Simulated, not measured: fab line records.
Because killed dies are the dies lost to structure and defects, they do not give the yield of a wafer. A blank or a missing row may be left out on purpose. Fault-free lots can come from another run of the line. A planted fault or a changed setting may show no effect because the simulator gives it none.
Matching of chambers	flow gf180mcu	4 sister chambers for GF_V2_CMP_04 on cmp-02
The step polishes SiO2. 8 wafers are shown with their chamber, then 12 later ones without.

WAFERS PAIRED WITH THEIR CHAMBERS
wafer	chamber	motor current A (A)	time to endpoint s (s)
L081.3	1	11.7	70
L084.1	0	11.5	75
L084.2	3	12.9	75
L086.2	1	11.4	68
L086.6	0	11.8	80
L088.1	3	12.6	74
L088.4	2	10.3	81
L088.6	2	9.9	78

WAFERS WITH NO CHAMBER GIVEN
wafer	motor current A (A)	time to endpoint s (s)
L089.4	12.6	76
L089.5	11.4	88
L089.6	11.8	80
L092.2	9.8	75
L092.5	13.0	84
L092.6	11.9	81
L095.1	11.8	85
L095.2	13.4	79
L095.6	11.8	78
L097.2	10.3	68
L097.4	11.1	83
L097.6	10.8	85

WHICH CHAMBER EACH ONE RAN IN
wafer	from the rows above	in truth
L089.4	3	3
L089.5	can't be placed: 0 or 2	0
L089.6	0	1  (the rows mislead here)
L092.2	2	2
L092.5	3	3
L092.6	0	0
L095.1	0	0
L095.2	3	3
L095.6	0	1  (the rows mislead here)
L097.2	can't be placed: 2 or 1 or 0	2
L097.4	can't be placed: 0 or 2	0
L097.6	can't be placed: 2 or 0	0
Placed correctly: 6 of 12. These rows do not allow placing 4 (true chamber among the candidates in 4). Placed wrongly: 2.
How it was worked out, from the rows above alone: a wafer's distance from a chamber is the root of the sum, over the readings, of the square of ((its reading less the chamber's mean) divided by the reading's scatter). If the next closest chamber is less than 2 further off than the closest, the wafer can't be placed; otherwise it belongs to the closest. Each chamber's mean is taken over the wafers shown for it. The scatter: the root of (the sum of the squares of (reading less its chamber's mean) over the shown wafers, divided by (wafers less chambers)).
